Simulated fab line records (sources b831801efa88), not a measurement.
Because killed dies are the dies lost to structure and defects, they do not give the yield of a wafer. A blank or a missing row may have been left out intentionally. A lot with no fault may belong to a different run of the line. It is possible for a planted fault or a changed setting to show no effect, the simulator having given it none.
fab line records + flow gf180mcu
record
- lots=14
- wafers=42
- lastDay=34
route steps=602 shown HV_LDD@199
lots that met no fault: taken from a fault-free run of the same line
startH: hours from the record's opening day to when the first of the lot's shown wafers began + waitH: hours elapsed since this lot's preceding step + " repeats the value in the row above + L1.1+2: a single row standing in for several wafers + - either no value or no given start + * or withheld: withheld + < > ~ a bound
route shown NAME@n: NAME is a module with steps in the file, n the number in the route of the first one + usual: mean and standard deviation over wafers with no fault + same: alike in all rows + chamber/n: place in a boat + sites: per-site readings + _std_site: their standard deviation + _edge_site: outer sites' mean less inner sites' + radiusMm: for every site, how far away it sits from the centre of the wafer + mask NAME#n: copy n + behind: tool/chamber where the wafer was last shaped + hold: what put the lot on hold/how long, in hours/how the hold closed + device: the transistor (n, p or np) that didn't switch + end of line: at the end of the route, the tests of the same wafers + where a step has no rows: the recipe by itself + killed: the dies lost at the first sort to structure and to defects; this is not the yield of the wafer + map: a wafer's dies, marking killed ones x, the rest . and places with no die _
set.NAME: the setting as run; set.NAME@STEP: as run at that earlier step + model.NAME: the simulator's own value behind a step, which no gauge read
the route's steps for a sample of lots (tables are steps, rows are wafers)
services: the hour from which a tool's chamber was out of use, counted from the record's first day as startH (under 0 if before that day), plus the number of hours and why
## steps
# step GF_HV_LDD_TW_MEAS_23
# usual
- HV_LDD_2_TW=1059/8.7
| lot.wafer | tool         | chamber | startH | waitH | HV_LDD_2_TW |
|-----------|--------------|---------|--------|-------|-------------|
| L451.4    | filmMetro-04 | -       | 248.51 | 0.1   | 1053        |
| L451.5    | "            | -       | "      | "     | 1056        |
| L451.6    | "            | -       | "      | "     | 1056        |
| L452.4    | filmMetro-01 | -       | 257.21 | 0.1   | 1058        |
| L452.5    | "            | -       | "      | "     | 1059        |
| L452.6    | "            | -       | "      | "     | 1053        |
| L454.1    | filmMetro-03 | -       | 268.77 | 0.1   | 1067        |
| L454.4    | "            | -       | "      | "     | 1064        |
| L454.6    | "            | -       | "      | "     | 1066        |
| L455.1    | filmMetro-01 | -       | 283.86 | 0.1   | 1049        |
| L455.2    | "            | -       | "      | "     | 1054        |
| L455.3    | "            | -       | "      | "     | 1052        |
| L457.2    | filmMetro-03 | -       | 297.27 | 0.1   | 1060        |
| L457.3    | "            | -       | "      | "     | 1063        |
| L457.4    | "            | -       | "      | "     | 1059        |
| L458.1    | filmMetro-04 | -       | 299.83 | 0.1   | 1045        |
| L458.3    | "            | -       | "      | "     | 1051        |
| L458.4    | "            | -       | "      | "     | 1050        |
| L459.1    | filmMetro-04 | -       | 312.80 | 0.1   | 1060        |
| L459.4    | "            | -       | "      | "     | 1058        |
| L459.5    | "            | -       | "      | "     | 1055        |
| L463.1    | filmMetro-01 | -       | 339.01 | 0.1   | 1046        |
| L463.3    | "            | -       | "      | "     | 1052        |
| L463.6    | "            | -       | "      | "     | 1052        |
| L464.1    | filmMetro-03 | -       | 351.78 | 0.1   | 1070        |
| L464.2    | "            | -       | "      | "     | 1070        |
| L464.6    | "            | -       | "      | "     | 1067        |
| L465.4    | filmMetro-04 | -       | 359.31 | 0.1   | 1048        |
| L465.5    | "            | -       | "      | "     | 1047        |
| L465.6    | "            | -       | "      | "     | 1049        |
| L466.3    | filmMetro-03 | -       | 364.80 | 0.1   | 1063        |
| L466.5    | "            | -       | "      | "     | 1071        |
| L466.6    | "            | -       | "      | "     | 1065        |
| L467.1    | filmMetro-03 | -       | 371.33 | 0.1   | 1075        |
| L467.4    | "            | -       | "      | "     | 1070        |
| L467.6    | "            | -       | "      | "     | 1068        |
| L469.1    | filmMetro-03 | -       | 392.17 | 0.1   | 1068        |
| L469.3    | "            | -       | "      | "     | 1065        |
| L469.4    | "            | -       | "      | "     | 1066        |
| L472.2    | filmMetro-01 | -       | 411.01 | 0.1   | 1049        |
| L472.3    | "            | -       | "      | "     | 1047        |
| L472.4    | "            | -       | "      | "     | 1048        |
# step GF_HV_LDD_STRIP_37
# recipe
- chemistry=O2/N2
- powerW=1400
- pressureMtorr=1500
- platenTempC=250
- o2FlowSccm=3000
- n2FlowSccm=300
- overashFraction=0.5
# usual
- drypumpMotorCurrentA=5.8/0.77
- heaterPowerW=330/24
- oesProductAu=0.715/0.0046
- platenTempC=250.00/0.17
- stripTimeToEndpointS=12.62/0.033
| lot.wafer | tool           | chamber | startH | waitH | drypumpMotorCurrentA | heaterPowerW | oesProductAu | platenTempC | rfHoursCounterH | stripTimeToEndpointS |
|-----------|----------------|---------|--------|-------|----------------------|--------------|--------------|-------------|-----------------|----------------------|
| L451.4    | plasmaAsher-01 | 1       | 267.95 | 0.1   | 5.8                  | 309          | 0.713        | 249.70      | -               | 12.60                |
| L451.5    | "              | 1       | "      | "     | 5.8                  | 322          | 0.707        | 249.69      | -               | 12.62                |
| L451.6    | "              | 0       | "      | "     | 5.6                  | 295          | 0.715        | 250.03      | -               | 12.66                |
| L452.4    | plasmaAsher-04 | 1       | 276.97 | 0.1   | 4.7                  | 360          | 0.716        | 249.75      | -               | 12.56                |
| L452.5    | "              | 1       | "      | "     | 4.7                  | 366          | 0.716        | 249.83      | -               | 12.58                |
| L452.6    | "              | 0       | "      | "     | 6.7                  | 327          | 0.716        | 249.99      | -               | 12.60                |
| L454.1    | plasmaAsher-04 | 0       | 289.20 | 0.1   | 6.7                  | 327          | 0.713        | 250.25      | 12              | 12.67                |
| L454.4    | "              | 1       | "      | "     | 4.7                  | 365          | 0.718        | 250.22      | -               | 12.66                |
| L454.6    | "              | 0       | "      | "     | 6.7                  | 325          | 0.720        | 249.87      | -               | 12.64                |
| L455.1    | plasmaAsher-04 | 1       | 305.16 | 0.1   | 4.8                  | 355          | 0.721        | 250.03      | 15              | 12.59                |
| L455.2    | "              | 0       | "      | "     | 6.7                  | 322          | 0.715        | 249.88      | 15              | 12.59                |
| L455.3    | "              | 0       | "      | "     | 6.7                  | 339          | 0.713        | 249.77      | -               | 12.58                |
| L457.2    | plasmaAsher-01 | 1       | 318.11 | 0.1   | 5.8                  | 322          | 0.717        | 249.77      | 54              | 12.62                |
| L457.3    | "              | 0       | "      | "     | 5.6                  | 296          | 0.719        | 249.84      | -               | 12.63                |
| L457.4    | "              | 1       | "      | "     | 5.8                  | 319          | 0.710        | 250.11      | -               | 12.63                |
| L458.1    | plasmaAsher-01 | 0       | 321.45 | 0.1   | 5.6                  | 296          | 0.716        | 249.95      | 55              | 12.61                |
| L458.3    | "              | 0       | "      | "     | 5.6                  | 295          | 0.710        | 249.68      | -               | 12.63                |
| L458.4    | "              | 1       | "      | "     | 5.8                  | 316          | 0.715        | 249.93      | -               | 12.63                |
| L459.1    | plasmaAsher-01 | 0       | 334.55 | 0.1   | 5.6                  | 293          | 0.709        | 250.17      | 56              | 12.56                |
| L459.4    | "              | 0       | "      | "     | 5.6                  | 294          | 0.720        | 249.89      | -               | 12.58                |
| L459.5    | "              | 0       | "      | "     | 5.6                  | 297          | 0.716        | 250.01      | -               | 12.58                |
| L463.1    | plasmaAsher-04 | 1       | 361.65 | 0.1   | 4.7                  | 355          | 0.710        | 249.68      | 21              | 12.61                |
| L463.3    | "              | 1       | "      | "     | 4.8                  | 357          | 0.717        | 249.78      | -               | 12.58                |
| L463.6    | "              | 0       | "      | "     | 6.7                  | 322          | 0.712        | 250.15      | -               | 12.60                |
| L464.1    | plasmaAsher-04 | 1       | 374.97 | 0.1   | 4.7                  | 353          | 0.712        | 250.19      | 23              | 12.63                |
| L464.2    | "              | 0       | "      | "     | 6.7                  | 333          | 0.712        | 249.79      | 23              | 12.63                |
| L464.6    | "              | 0       | "      | "     | 6.7                  | 330          | 0.722        | 249.96      | -               | 12.64                |
| L465.4    | plasmaAsher-04 | 1       | 382.71 | 0.1   | 4.7                  | 357          | 0.722        | 249.79      | -               | 12.61                |
| L465.5    | "              | 0       | "      | "     | 6.7                  | 321          | 0.720        | 250.22      | -               | 12.62                |
| L465.6    | "              | 1       | "      | "     | 4.7                  | 364          | 0.712        | 249.87      | -               | 12.64                |
| L466.3    | plasmaAsher-04 | 1       | 388.30 | 0.1   | 4.7                  | 367          | 0.716        | 249.80      | -               | 12.58                |
| L466.5    | "              | 0       | "      | "     | 6.7                  | 328          | 0.719        | 249.86      | -               | 12.61                |
| L466.6    | "              | 1       | "      | "     | 4.7                  | 363          | 0.713        | 249.97      | -               | 12.59                |
| L467.1    | plasmaAsher-04 | 0       | 395.70 | 0.1   | 6.7                  | 332          | 0.710        | 249.88      | 26              | 12.66                |
| L467.4    | "              | 0       | "      | "     | 6.7                  | 325          | 0.711        | 249.90      | -               | 12.66                |
| L467.6    | "              | 0       | "      | "     | 6.7                  | 325          | 0.714        | 249.98      | -               | 12.64                |
| L469.1    | plasmaAsher-03 | 0       | 416.28 | 0.1   | 6.6                  | 363          | 0.709        | 250.14      | 72              | 12.62                |
| L469.3    | "              | 0       | "      | "     | 6.6                  | 359          | 0.715        | 250.32      | -               | 12.59                |
| L469.4    | "              | 1       | "      | "     | 6.0                  | 317          | 0.713        | 250.15      | -               | 12.58                |
| L472.2    | plasmaAsher-04 | 1       | 435.58 | 0.1   | 4.8                  | 357          | 0.717        | 250.03      | 33              | 12.63                |
| L472.3    | "              | 1       | "      | "     | 4.8                  | 371          | 0.711        | 250.07      | -               | 12.68                |
| L472.4    | "              | 0       | "      | "     | 6.7                  | 327          | 0.713        | 250.02      | -               | 12.65                |
# step GF_HV_LDD_TW_MEAS_50
# usual
- HV_LDD_4_TW=570/3.7
| lot.wafer | tool         | chamber | startH | waitH | HV_LDD_4_TW |
|-----------|--------------|---------|--------|-------|-------------|
| L451.4    | filmMetro-01 | -       | 288.23 | 0.1   | 568         |
| L451.5    | "            | -       | "      | "     | 569         |
| L451.6    | "            | -       | "      | "     | 568         |
| L452.4    | filmMetro-03 | -       | 297.59 | 0.1   | 575         |
| L452.5    | "            | -       | "      | "     | 576         |
| L452.6    | "            | -       | "      | "     | 571         |
| L454.1    | filmMetro-01 | -       | 310.48 | 0.1   | 568         |
| L454.4    | "            | -       | "      | "     | 564         |
| L454.6    | "            | -       | "      | "     | 564         |
| L455.1    | filmMetro-03 | -       | 326.11 | 0.1   | 575         |
| L455.2    | "            | -       | "      | "     | 579         |
| L455.3    | "            | -       | "      | "     | 577         |
| L457.2    | filmMetro-01 | -       | 339.32 | 0.1   | 567         |
| L457.3    | "            | -       | "      | "     | 567         |
| L457.4    | "            | -       | "      | "     | 567         |
| L458.1    | filmMetro-01 | -       | 343.31 | 0.1   | 566         |
| L458.3    | "            | -       | "      | "     | 570         |
| L458.4    | "            | -       | "      | "     | 566         |
| L459.1    | filmMetro-01 | -       | 357.03 | 0.1   | 573         |
| L459.4    | "            | -       | "      | "     | 568         |
| L459.5    | "            | -       | "      | "     | 569         |
| L463.1    | filmMetro-04 | -       | 384.83 | 0.1   | 573         |
| L463.3    | "            | -       | "      | "     | 573         |
| L463.6    | "            | -       | "      | "     | 574         |
| L464.1    | filmMetro-04 | -       | 398.13 | 0.1   | 573         |
| L464.2    | "            | -       | "      | "     | 575         |
| L464.6    | "            | -       | "      | "     | 573         |
| L465.4    | filmMetro-01 | -       | 406.81 | 0.1   | 568         |
| L465.5    | "            | -       | "      | "     | 565         |
| L465.6    | "            | -       | "      | "     | 567         |
| L466.3    | filmMetro-04 | -       | 411.67 | 0.1   | 569         |
| L466.5    | "            | -       | "      | "     | 573         |
| L466.6    | "            | -       | "      | "     | 573         |
| L467.1    | filmMetro-04 | -       | 419.55 | 0.1   | 569         |
| L467.4    | "            | -       | "      | "     | 569         |
| L467.6    | "            | -       | "      | "     | 569         |
| L469.1    | filmMetro-03 | -       | 440.71 | 0.1   | 575         |
| L469.3    | "            | -       | "      | "     | 576         |
| L469.4    | "            | -       | "      | "     | 573         |
| L472.2    | filmMetro-03 | -       | 460.01 | 0.1   | 576         |
| L472.3    | "            | -       | "      | "     | 572         |
| L472.4    | "            | -       | "      | "     | 575         |
# step GF_HV_LDD_RTA_52
# recipe
- tempC=1000
- timeS=10
- ambient=N2
# usual
- annealTempCMax=1005.5/2.1
- chamberO2Ppm=1.996/0.022
- lampPowerPct=35/4.9
- wafer_temp_C_max=1004.9/1.8
| lot.wafer | tool         | chamber | startH | waitH | annealTempCMax | chamberO2Ppm | lampPowerPct | wafer_temp_C_max |
|-----------|--------------|---------|--------|-------|----------------|--------------|--------------|------------------|
| L451.4    | rtpAnneal-02 | 0       | 288.35 | 0.0   | 1008.5         | 1.974        | 40           | 1007.2           |
| L451.5    | "            | 0       | "      | "     | 1006.6         | 1.969        | 40           | 1005.4           |
| L451.6    | "            | 0       | "      | "     | 1009.0         | 1.981        | 40           | 1005.8           |
| L452.4    | rtpAnneal-01 | 0       | 297.71 | 0.0   | 1002.9         | 1.952        | 31           | 1004.1           |
| L452.5    | "            | 0       | "      | "     | 1005.0         | 1.978        | 31           | 1004.6           |
| L452.6    | "            | 0       | "      | "     | 1004.0         | 2.012        | 31           | 1004.1           |
| L454.1    | rtpAnneal-02 | 0       | 310.59 | 0.0   | 1007.6         | 2.005        | 40           | 1006.3           |
| L454.4    | "            | 0       | "      | "     | 1011.3         | 1.978        | 40           | 1005.0           |
| L454.6    | "            | 0       | "      | "     | 1006.3         | 1.987        | 40           | 1006.6           |
| L455.1    | rtpAnneal-01 | 0       | 326.23 | 0.0   | 1002.9         | 2.017        | 31           | 1003.8           |
| L455.2    | "            | 0       | "      | "     | 1003.0         | 1.986        | 31           | 1003.2           |
| L455.3    | "            | 0       | "      | "     | 1004.6         | 1.980        | 31           | 1004.3           |
| L457.2    | rtpAnneal-01 | 0       | 339.44 | 0.0   | 1005.4         | 2.054        | 30           | 1003.6           |
| L457.3    | "            | 0       | "      | "     | 1004.1         | 1.964        | 31           | 1003.8           |
| L457.4    | "            | 0       | "      | "     | 1003.7         | 2.028        | 31           | 1004.1           |
| L458.1    | rtpAnneal-01 | 0       | 343.42 | 0.0   | 1003.9         | 1.958        | 31           | 1002.3           |
| L458.3    | "            | 0       | "      | "     | 1004.9         | 1.996        | 31           | 1003.9           |
| L458.4    | "            | 0       | "      | "     | 1004.5         | 2.008        | 31           | 1004.7           |
| L459.1    | rtpAnneal-01 | 0       | 357.14 | 0.0   | 1003.9         | 1.975        | 31           | 1003.5           |
| L459.4    | "            | 0       | "      | "     | 1004.7         | 1.987        | 31           | 1004.2           |
| L459.5    | "            | 0       | "      | "     | 1003.6         | 2.000        | 31           | 1004.4           |
| L463.1    | rtpAnneal-01 | 0       | 384.95 | 0.0   | 1004.9         | 1.999        | 31           | 1004.9           |
| L463.3    | "            | 0       | "      | "     | 1003.4         | 1.966        | 31           | 1004.4           |
| L463.6    | "            | 0       | "      | "     | 1003.5         | 1.984        | 31           | 1004.1           |
| L464.1    | rtpAnneal-02 | 0       | 398.24 | 0.0   | 1007.5         | 2.008        | 40           | 1006.7           |
| L464.2    | "            | 0       | "      | "     | 1007.5         | 1.997        | 40           | 1007.3           |
| L464.6    | "            | 0       | "      | "     | 1009.4         | 2.031        | 40           | 1007.5           |
| L465.4    | rtpAnneal-02 | -       | 406.92 | 0.0   | -              | -            | -            | -                |
| L465.5    | "            | -       | "      | "     | -              | -            | -            | -                |
| L465.6    | "            | -       | "      | "     | -              | -            | -            | -                |
| L466.3    | rtpAnneal-01 | -       | 411.79 | 0.0   | -              | -            | -            | -                |
| L466.5    | "            | -       | "      | "     | -              | -            | -            | -                |
| L466.6    | "            | -       | "      | "     | -              | -            | -            | -                |
| L467.1    | rtpAnneal-02 | 0       | 419.67 | 0.0   | 1007.8         | 2.025        | 40           | 1005.7           |
| L467.4    | "            | 0       | "      | "     | 1006.1         | 2.005        | 40           | 1005.4           |
| L467.6    | "            | 0       | "      | "     | 1008.4         | 2.028        | 40           | 1007.0           |
| L469.1    | rtpAnneal-02 | 0       | 440.82 | 0.0   | 1008.5         | 1.984        | 40           | 1007.8           |
| L469.3    | "            | 0       | "      | "     | 1007.8         | 2.012        | 40           | 1005.6           |
| L469.4    | "            | 0       | "      | "     | 1008.5         | 1.994        | 40           | 1007.0           |
| L472.2    | rtpAnneal-01 | 0       | 460.13 | 0.0   | 1003.8         | 2.036        | 31           | 1003.9           |
| L472.3    | "            | 0       | "      | "     | 1004.8         | 2.025        | 31           | 1003.7           |
| L472.4    | "            | 0       | "      | "     | 1004.6         | 1.975        | 31           | 1004.5           |
# step GF_HV_LDD_RS_MEAS_53
# recipe
- thkMeasGauge=four-point-probe
# usual
- HV_LDD_RS=423.2/0.93
| lot.wafer | tool         | chamber | startH | waitH | HV_LDD_RS[ohm/sq] |
|-----------|--------------|---------|--------|-------|-------------------|
| L451.4    | filmMetro-03 | -       | 288.44 | 0.1   | 423.3             |
| L451.5    | "            | -       | "      | "     | 425.6             |
| L451.6    | "            | -       | "      | "     | 423.7             |
| L452.4    | filmMetro-04 | -       | 297.80 | 0.1   | 423.1             |
| L452.5    | "            | -       | "      | "     | 423.5             |
| L452.6    | "            | -       | "      | "     | 423.2             |
| L454.1    | filmMetro-04 | -       | 310.66 | 0.1   | 423.7             |
| L454.4    | "            | -       | "      | "     | 421.5             |
| L454.6    | "            | -       | "      | "     | 424.7             |
| L455.1    | filmMetro-01 | -       | 326.30 | 0.1   | 424.1             |
| L455.2    | "            | -       | "      | "     | 424.1             |
| L455.3    | "            | -       | "      | "     | 424.4             |
| L457.2    | filmMetro-03 | -       | 339.51 | 0.1   | 423.4             |
| L457.3    | "            | -       | "      | "     | 422.8             |
| L457.4    | "            | -       | "      | "     | 422.9             |
| L458.1    | filmMetro-04 | -       | 343.49 | 0.1   | 422.6             |
| L458.3    | "            | -       | "      | "     | 422.2             |
| L458.4    | "            | -       | "      | "     | 422.9             |
| L459.1    | filmMetro-01 | -       | 357.21 | 0.1   | 423.9             |
| L459.4    | "            | -       | "      | "     | 422.8             |
| L459.5    | "            | -       | "      | "     | 423.3             |
| L463.1    | filmMetro-01 | -       | 385.02 | 0.1   | 423.7             |
| L463.3    | "            | -       | "      | "     | 422.6             |
| L463.6    | "            | -       | "      | "     | 423.2             |
| L464.1    | filmMetro-03 | -       | 398.31 | 0.1   | 422.6             |
| L464.2    | "            | -       | "      | "     | 421.4             |
| L464.6    | "            | -       | "      | "     | 422.7             |
| L465.4    | filmMetro-04 | -       | 407.02 | 0.1   | -                 |
| L465.5    | "            | -       | "      | "     | -                 |
| L465.6    | "            | -       | "      | "     | -                 |
| L466.3    | filmMetro-04 | -       | 411.89 | 0.1   | -                 |
| L466.5    | "            | -       | "      | "     | -                 |
| L466.6    | "            | -       | "      | "     | -                 |
| L467.1    | filmMetro-03 | -       | 419.73 | 0.1   | 422.3             |
| L467.4    | "            | -       | "      | "     | 423.8             |
| L467.6    | "            | -       | "      | "     | 422.7             |
| L469.1    | filmMetro-03 | -       | 440.89 | 0.1   | 422.8             |
| L469.3    | "            | -       | "      | "     | 422.8             |
| L469.4    | "            | -       | "      | "     | 423.2             |
| L472.2    | filmMetro-01 | -       | 460.20 | 0.1   | 424.9             |
| L472.3    | "            | -       | "      | "     | 425.4             |
| L472.4    | "            | -       | "      | "     | 424.4             |
## services
| tool           | chamber | startH | hours | kind   |
|----------------|---------|--------|-------|--------|
| plasmaAsher-04 | -       | 263.11 | 3.0   | repair |
| plasmaAsher-04 | -       | 265.02 | 10.6  | repair |
| plasmaAsher-03 | -       | 282.05 | 28.1  | pm     |
| rtpAnneal-01   | -       | 288.98 | 1.0   | pm     |
| plasmaAsher-01 | -       | 298.09 | 4.5   | repair |
| plasmaAsher-04 | -       | 341.70 | 2.8   | pm     |
| plasmaAsher-03 | -       | 355.58 | 59.6  | repair |
| plasmaAsher-01 | -       | 390.59 | 5.2   | repair |
| plasmaAsher-01 | -       | 408.09 | 15.6  | pm     |
| plasmaAsher-01 | -       | 423.69 | 10.0  | pm     |
| rtpAnneal-02   | -       | 429.10 | 4.1   | pm     |
## key
firstSign
- step=GF_HV_LDD_RTA_52
- reading=toolRecord
- direction=missing
effect
- step=GF_HV_LDD_RS_MEAS_53
- reading=HV_LDD_RS
- direction=missing
metAt GF_HV_LDD_RTA_52
struckLots L465,L466
laterRowsLeftOut L465.4,L465.5,L465.6,L466.3,L466.5,L466.6
sortLeftOut L465.4,L465.5,L465.6,L466.3,L466.5,L466.6
testerLeftOut L465,L466
notActingAt GF_HV_LDD_TW_MEAS_23,GF_HV_LDD_STRIP_37,GF_HV_LDD_TW_MEAS_50
onsetBetween 398.24 406.92
fault
- kind=skippedStepWhole
- tool=rtpAnneal-01,rtpAnneal-02
- chamber=-
- onsetH=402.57
- steps=GF_HV_LDD_RTA_52
- scope=struckLotsOnly
# testerLeftOut: of these lots the tester's yield and bins aren't shown, on N5 and GAA mostly nor the transistor test; their killed dies are dies lost to structure and defects alone, not to doping, threshold or leakage, so they don't give the yield
# sortLeftOut: the simulated sort isn't trusted on such a fault, so these wafers' sort isn't shown, and their yield isn't known
# laterRowsLeftOut: the simulator's readings of these wafers behind a module that went badly wrong aren't trusted and aren't shown, but for the sort
